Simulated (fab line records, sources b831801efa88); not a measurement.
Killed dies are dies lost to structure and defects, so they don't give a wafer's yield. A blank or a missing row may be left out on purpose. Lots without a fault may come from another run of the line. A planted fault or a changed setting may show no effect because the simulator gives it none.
Which tool did it? | flow sky130 | 24 lots, 72 wafers sampled, at 6 steps of a route of 708

WHAT THE GAUGES READ, wafer by wafer
SKY_POLY_GATE_OVL_MEAS_14. Usual: POLY_GATE_OVL 0 nm, standard deviation 4.9.
lot  | measured     | on         | POLY_GATE_OVL (nm) | flag
L074 | day 17 02:17 | overlay-02 | 3 0 9              |
L075 | day 17 04:55 | overlay-02 | 3 2 1              |
L077 | day 17 23:33 | overlay-02 | 5 2 -5             |
L076 | day 18 01:30 | overlay-01 | -5 -5 -7           |
L078 | day 18 11:22 | overlay-02 | -2 -5 -5           |
L079 | day 18 12:05 | overlay-02 | -7 -4 -4           |
L081 | day 18 23:16 | overlay-01 | 2 5 0              |
L080 | day 19 04:08 | overlay-02 | 5 -6 -7            |
L082 | day 19 12:28 | overlay-01 | 9 5 7              |
L083 | day 20 03:26 | overlay-02 | 2 1 6              |
L084 | day 20 08:56 | overlay-02 | 1 14 7             |
L085 | day 20 18:04 | overlay-01 | -2 0 -5            |
L086 | day 21 00:11 | overlay-02 | 3 -2 -2            |
L087 | day 21 11:25 | overlay-01 | 4 -2 4             |
L088 | day 21 15:34 | overlay-01 | 0 -2 2             |
L089 | day 22 02:02 | overlay-01 | -3 -2 -1           |
L091 | day 22 14:28 | overlay-01 | -5 -6 -7           |
L090 | day 22 15:31 | overlay-01 | 6 -2 -3            |
L092 | day 22 23:31 | overlay-01 | 7 1 6              |
L093 | day 23 12:45 | overlay-02 | 2 7 6              |
L094 | day 23 14:18 | overlay-02 | -2 -4 0            |
L095 | day 24 05:10 | overlay-02 | 2 0 3              |
L096 | day 24 12:43 | overlay-01 | 2 -2 -5            |
L097 | day 24 18:22 | overlay-02 | 5 5 -2             |

SKY_POLY_GATE_THK_MEAS_21. Usual: POLY_GATE_OXIDATION_THK 4.05 nm, standard deviation 0.065.
lot  | measured     | on            | POLY_GATE_OXIDATION_THK (nm) | flag
L074 | day 17 04:55 | film_metro-03 | 3.97 4.02 3.98               |
L075 | day 17 06:39 | film_metro-01 | 4.06 4.09 4.12               |
L077 | day 18 02:05 | film_metro-02 | 4.02 4.07 4.17               |
L076 | day 18 03:20 | film_metro-03 | 3.94 3.98 4.04               |
L078 | day 18 13:41 | film_metro-02 | 4.04 3.94 4.07               |
L079 | day 18 14:56 | film_metro-03 | 4.13 4.04 4.03               |
L081 | day 19 01:47 | film_metro-01 | 4.08 4.12 4.06               |
L080 | day 19 06:54 | film_metro-02 | 4.13 4.01 4.04               |
L082 | day 19 15:07 | film_metro-02 | 4.16 4.02 4.10               |
L083 | day 20 06:13 | film_metro-02 | 4.05 4.01 4.06               |
L084 | day 20 11:40 | film_metro-02 | 4.02 4.07 4.09               |
L085 | day 20 19:50 | film_metro-03 | 4.08 4.14 4.05               |
L086 | day 21 01:52 | film_metro-02 | 4.15 4.09 4.15               |
L087 | day 21 14:09 | film_metro-02 | 4.08 3.98 4.08               |
L088 | day 21 17:14 | film_metro-01 | 4.04 4.08 4.09               |
L089 | day 22 04:31 | film_metro-03 | 4.00 4.05 4.06               |
L091 | day 22 16:08 | film_metro-02 | 4.14 4.23 4.15               |
L090 | day 22 17:11 | film_metro-01 | 3.99 4.05 4.04               |
L092 | day 23 01:11 | film_metro-03 | 3.98 3.99 3.95               |
L093 | day 23 14:26 | film_metro-02 | 4.04 4.15 4.11               |
L094 | day 23 15:59 | film_metro-02 | 4.07 3.98 3.97               |
L095 | day 24 06:50 | film_metro-02 | 4.00 3.97 4.08               |
L096 | day 24 14:29 | film_metro-01 | 3.99 3.97 3.94               |
L097 | day 24 20:33 | film_metro-03 | 4.03 4.02 4.06               |

SKY_VIA1_BOW_MEAS_03. Usual: VIA1_BOW 78 um, standard deviation 6.9.
lot  | measured     | on            | VIA1_BOW (um) | flag
L074 | day 33 11:09 | film_metro-03 | 83 71 87      |
L075 | day 33 13:50 | film_metro-01 | 72 81 68      |
L077 | day 34 09:34 | film_metro-03 | 86 87 82      |
L076 | day 34 11:11 | film_metro-03 | 84 72 78      |
L078 | day 34 16:37 | film_metro-03 | 90 82 83      |
L079 | day 34 17:35 | film_metro-01 | 76 77 78      |
L081 | day 35 05:35 | film_metro-03 | 82 71 74      |
L080 | day 35 07:29 | film_metro-02 | 82 82 72      |
L082 | day 35 16:29 | film_metro-01 | 81 80 78      |
L083 | day 36 01:46 | film_metro-03 | 84 71 84      |
L084 | day 36 10:39 | film_metro-02 | 77 72 74      |
L085 | day 36 16:11 | film_metro-01 | 86 84 80      |
L086 | day 36 21:58 | film_metro-03 | 72 76 83      |
L087 | day 37 06:21 | film_metro-02 | 60 71 67      |
L088 | day 37 12:09 | film_metro-03 | 76 82 81      |
L089 | day 37 18:48 | film_metro-01 | 76 82 86      |
L091 | day 38 05:56 | film_metro-02 | 69 82 61      |
L090 | day 38 06:09 | film_metro-03 | 76 71 81      |
L092 | day 38 14:29 | film_metro-02 | 64 77 71      |
L093 | day 39 00:22 | film_metro-03 | 81 82 73      |
L094 | day 39 01:36 | film_metro-03 | 81 92 84      |
L095 | day 39 14:08 | film_metro-01 | 81 78 87      |
L096 | day 39 22:01 | film_metro-03 | 75 87 87      |
L097 | day 40 02:53 | film_metro-01 | 82 88 88      |

WHICH TOOL RAN EACH LOT (tool, then ch and the chambers of the sampled wafers, then the start)
lot  | SKY_LI_CONTACT_ETCH_14             | SKY_LI_CONTACT_CVD_21         | SKY_LOCAL_INTERCONNECT_ETCH_13
L074 | rie_diel-04 ch 0,1,3, day 29 18:27 | cvd_w-02 ch 0,1, day 29 19:01 | rie_metal-02 ch 0,1, day 30 23:38
L075 | rie_diel-04 ch 0,1,3, day 29 21:04 | cvd_w-01 ch 0,1, day 29 21:38 | rie_metal-01 ch 0, day 31 02:42
L077 | rie_diel-03 ch 0,1, day 30 17:27   | cvd_w-01 ch 0,1, day 30 18:01 | rie_metal-03 ch 0,1, day 31 22:53
L076 | rie_diel-03 ch 1,2,3, day 30 19:18 | cvd_w-02 ch 1, day 30 19:52   | rie_metal-02 ch 1, day 32 00:34
L078 | rie_diel-03 ch 1,2,3, day 31 02:16 | cvd_w-02 ch 1, day 31 02:50   | rie_metal-02 ch 1, day 32 07:10
L079 | rie_diel-04 ch 0,3, day 31 03:51   | cvd_w-01 ch 0,1, day 31 04:25 | rie_metal-03 ch 0,1, day 32 09:12
L081 | rie_diel-03 ch 0,1,3, day 31 13:54 | cvd_w-02 ch 0,1, day 31 14:28 | rie_metal-02 ch 1, day 32 18:43
L080 | rie_diel-04 ch 1,2, day 31 16:48   | cvd_w-02 ch 0,1, day 31 17:22 | rie_metal-02 ch 0,1, day 32 22:27
L082 | rie_diel-01 ch 0,3, day 32 01:30   | cvd_w-01 ch 0,1, day 32 02:05 | rie_metal-01 ch 0, day 33 06:25
L083 | rie_diel-04 ch 0,2, day 32 12:52   | cvd_w-01 ch 0,1, day 32 13:26 | rie_metal-02 ch 0,1, day 33 16:59
L084 | rie_diel-03 ch 0,2, day 32 21:54   | cvd_w-01 ch 0,1, day 32 22:28 | rie_metal-03 ch 0,1, day 34 01:48
L085 | rie_diel-01 ch 2,3, day 33 03:00   | cvd_w-01 ch 0,1, day 33 03:34 | rie_metal-01 ch 0,1, day 34 06:47
L086 | rie_diel-03 ch 0,1,2, day 33 08:48 | cvd_w-02 ch 0,1, day 33 09:22 | rie_metal-01 ch 0,1, day 34 12:47
L087 | rie_diel-01 ch 1,3, day 33 17:24   | cvd_w-01 ch 0,1, day 33 18:01 | rie_metal-03 ch 0,1, day 34 21:42
L088 | rie_diel-04 ch 0,1,2, day 34 00:26 | cvd_w-02 ch 0,1, day 34 01:00 | rie_metal-03 ch 0,1, day 35 04:18
L089 | rie_diel-01 ch 0,1,3, day 34 06:19 | cvd_w-02 ch 0,1, day 34 06:53 | rie_metal-02 ch 1, day 35 10:28
L091 | rie_diel-03 ch 1,2, day 34 18:09   | cvd_w-02 ch 0,1, day 34 18:47 | rie_metal-01 ch 0, day 35 21:44
L090 | rie_diel-01 ch 0,1, day 34 18:15   | cvd_w-01 ch 0,1, day 34 18:49 | rie_metal-02 ch 0, day 35 22:01
L092 | rie_diel-03 ch 0,1,2, day 35 02:27 | cvd_w-02 ch 0,1, day 35 03:01 | rie_metal-01 ch 0,1, day 36 05:46
L093 | rie_diel-04 ch 0,1,3, day 35 12:39 | cvd_w-02 ch 0,1, day 35 13:16 | rie_metal-01 ch 0,1, day 36 15:48
L094 | rie_diel-04 ch 0,1,2, day 35 13:46 | cvd_w-02 ch 0,1, day 35 14:22 | rie_metal-02 ch 0, day 36 17:16
L095 | rie_diel-04 ch 0,1,2, day 36 03:48 | cvd_w-02 ch 0,1, day 36 04:32 | rie_metal-03 ch 0,1, day 37 07:05
L096 | rie_diel-01 ch 1,2, day 36 11:21   | cvd_w-01 ch 0,1, day 36 11:55 | rie_metal-01 ch 0,1, day 37 15:13
L097 | rie_diel-04 ch 1,2,3, day 36 15:45 | cvd_w-02 ch 0,1, day 36 16:31 | rie_metal-01 ch 0,1, day 37 20:19
- SKY_LI_CONTACT_ETCH_14: etches BARC in N2/H2, stops on SiO2, time 45.9 s, target depth 60 nm.
- SKY_LI_CONTACT_CVD_21: deposits W, target thk 400 nm, time 120.56 s.
- SKY_LOCAL_INTERCONNECT_ETCH_13: etches BARC in N2/H2, stops on SiO2, time 45.9 s, target depth 60 nm.

WHAT THE TOOLS THEMSELVES READ (means of the sampled wafers that have a number; where no wafer has one, the mark that the record gives instead)
SKY_LI_CONTACT_ETCH_14. Usual: bias_w 100.05 W, standard deviation 0.28; drypump_motor_current_A 5.8 A, standard deviation 0.45; oes_product_au 0.855 a.u., standard deviation 0.0047; throttle_valve_pct 13.227 %, standard deviation 0.009.
lot  | tool        | bias_w (W) | drypump_motor_current_A (A) | oes_product_au (a.u.) | throttle_valve_pct (%) | flag
L074 | rie_diel-04 | 99.81      | 5.7                         | 0.846                 | 13.224                 |
L075 | rie_diel-04 | 100.18     | 5.7                         | 0.856                 | 13.217                 |
L077 | rie_diel-03 | 100.08     | 5.6                         | 0.856                 | 13.219                 |
L076 | rie_diel-03 | 100.17     | 6.0                         | 0.854                 | 13.222                 |
L078 | rie_diel-03 | 99.88      | 6.0                         | 0.855                 | 13.231                 |
L079 | rie_diel-04 | 99.90      | 5.9                         | 0.854                 | 13.220                 |
L081 | rie_diel-03 | 100.28     | 5.7                         | 0.859                 | 13.228                 |
L080 | rie_diel-04 | 99.93      | 5.9                         | 0.855                 | 13.224                 |
L082 | rie_diel-01 | 100.08     | 5.6                         | 0.855                 | 13.222                 |
L083 | rie_diel-04 | 99.90      | 6.1                         | 0.857                 | 13.227                 |
L084 | rie_diel-03 | 100.08     | 5.6                         | 0.853                 | 13.226                 |
L085 | rie_diel-01 | 100.14     | 5.4                         | 0.859                 | 13.227                 |
L086 | rie_diel-03 | 100.14     | 5.7                         | 0.855                 | 13.226                 |
L087 | rie_diel-01 | 100.45     | 5.4                         | 0.853                 | 13.225                 |
L088 | rie_diel-04 | 99.96      | 5.8                         | 0.859                 | 13.233                 |
L089 | rie_diel-01 | 100.14     | 5.9                         | 0.856                 | 13.225                 |
L091 | rie_diel-03 | 100.30     | 6.0                         | 0.850                 | 13.231                 |
L090 | rie_diel-01 | 99.93      | 6.2                         | 0.855                 | 13.227                 |
L092 | rie_diel-03 | 100.09     | 5.7                         | 0.855                 | 13.235                 |
L093 | rie_diel-04 | 100.16     | 5.7                         | 0.861                 | 13.221                 |
L094 | rie_diel-04 | 99.74      | 5.7                         | 0.850                 | 13.221                 |
L095 | rie_diel-04 | 99.94      | 5.8                         | 0.855                 | 13.232                 |
L096 | rie_diel-01 | 100.03     | 6.1                         | 0.853                 | 13.216                 |
L097 | rie_diel-04 | 100.32     | 5.8                         | 0.852                 | 13.228                 |

SKY_LI_CONTACT_CVD_21. Usual: heater_power_w 822 W, standard deviation 83.
lot  | tool     | heater_power_w (W) | flag
L074 | cvd_w-02 | 873                |
L075 | cvd_w-01 | 731                |
L077 | cvd_w-01 | 726                |
L076 | cvd_w-02 | 914                |
L078 | cvd_w-02 | 923                |
L079 | cvd_w-01 | 737                |
L081 | cvd_w-02 | 890                |
L080 | cvd_w-02 | 902                |
L082 | cvd_w-01 | 727                |
L083 | cvd_w-01 | 737                |
L084 | cvd_w-01 | 725                |
L085 | cvd_w-01 | 735                |
L086 | cvd_w-02 | 880                |
L087 | cvd_w-01 | 740                |
L088 | cvd_w-02 | 891                |
L089 | cvd_w-02 | 899                |
L091 | cvd_w-02 | 891                |
L090 | cvd_w-01 | 737                |
L092 | cvd_w-02 | 894                |
L093 | cvd_w-02 | 886                |
L094 | cvd_w-02 | 905                |
L095 | cvd_w-02 | 906                |
L096 | cvd_w-01 | 732                |
L097 | cvd_w-02 | 902                |

SKY_LOCAL_INTERCONNECT_ETCH_13. Usual: bias_w 100.0 W, standard deviation 0.31; drypump_motor_current_A 5.48 A, standard deviation 0.29; oes_product_au 0.854 a.u., standard deviation 0.0047; throttle_valve_pct 13.224 %, standard deviation 0.0088.
lot  | tool         | bias_w (W) | drypump_motor_current_A (A) | oes_product_au (a.u.) | throttle_valve_pct (%) | flag
L074 | rie_metal-02 | 100.3      | 5.59                        | 0.856                 | 13.214                 |
L075 | rie_metal-01 | 100.4      | 5.55                        | 0.857                 | 13.219                 |
L077 | rie_metal-03 | 100.1      | 5.09                        | 0.857                 | 13.218                 |
L076 | rie_metal-02 | 99.5       | 5.82                        | 0.856                 | 13.223                 |
L078 | rie_metal-02 | 99.7       | 5.81                        | 0.854                 | 13.229                 |
L079 | rie_metal-03 | 100.0      | 5.10                        | 0.854                 | 13.229                 |
L081 | rie_metal-02 | 100.2      | 5.80                        | 0.857                 | 13.229                 |
L080 | rie_metal-02 | 99.6       | 5.37                        | 0.853                 | 13.228                 |
L082 | rie_metal-01 | 99.9       | 5.54                        | 0.855                 | 13.222                 |
L083 | rie_metal-02 | 100.0      | 5.60                        | 0.855                 | 13.220                 |
L084 | rie_metal-03 | 100.1      | 5.10                        | 0.852                 | 13.228                 |
L085 | rie_metal-01 | 99.9       | 5.56                        | 0.851                 | 13.235                 |
L086 | rie_metal-01 | 99.8       | 5.59                        | 0.852                 | 13.222                 |
L087 | rie_metal-03 | 100.0      | 5.09                        | 0.853                 | 13.221                 |
L088 | rie_metal-03 | 99.7       | 5.26                        | 0.855                 | 13.220                 |
L089 | rie_metal-02 | 100.4      | 5.81                        | 0.855                 | 13.216                 |
L091 | rie_metal-01 | 100.0      | 5.55                        | 0.851                 | 13.221                 |
L090 | rie_metal-02 | 100.4      | 5.14                        | 0.855                 | 13.223                 |
L092 | rie_metal-01 | 99.9       | 5.57                        | 0.856                 | 13.222                 |
L093 | rie_metal-01 | 99.9       | 5.59                        | 0.856                 | 13.226                 |
L094 | rie_metal-02 | 100.1      | 5.16                        | 0.855                 | 13.232                 |
L095 | rie_metal-03 | 100.0      | 5.25                        | 0.855                 | 13.225                 |
L096 | rie_metal-01 | 100.0      | 5.57                        | 0.853                 | 13.233                 |
L097 | rie_metal-01 | 99.9       | 5.57                        | 0.858                 | 13.222                 |

THE ANSWER, worked out from the rows above alone
Rule: a lot is off if the mean of its wafers that have a number lies more than 3 standard deviations from the usual mean. A lot without any number at a reading at which 4 lots or more have one is off too. The other lots that the step has rows for count as sound. The gauges are gone through in route order, then the tools' own readings, and for those a lot's mean is taken as printed above. The first step at which some lot is off is used, and at that step the reading that is off furthest; a lot without a number counts as furthest.
No lot is off at any reading shown: from this, nothing can be told.

WHAT THE SIMULATOR HAD PUT IN
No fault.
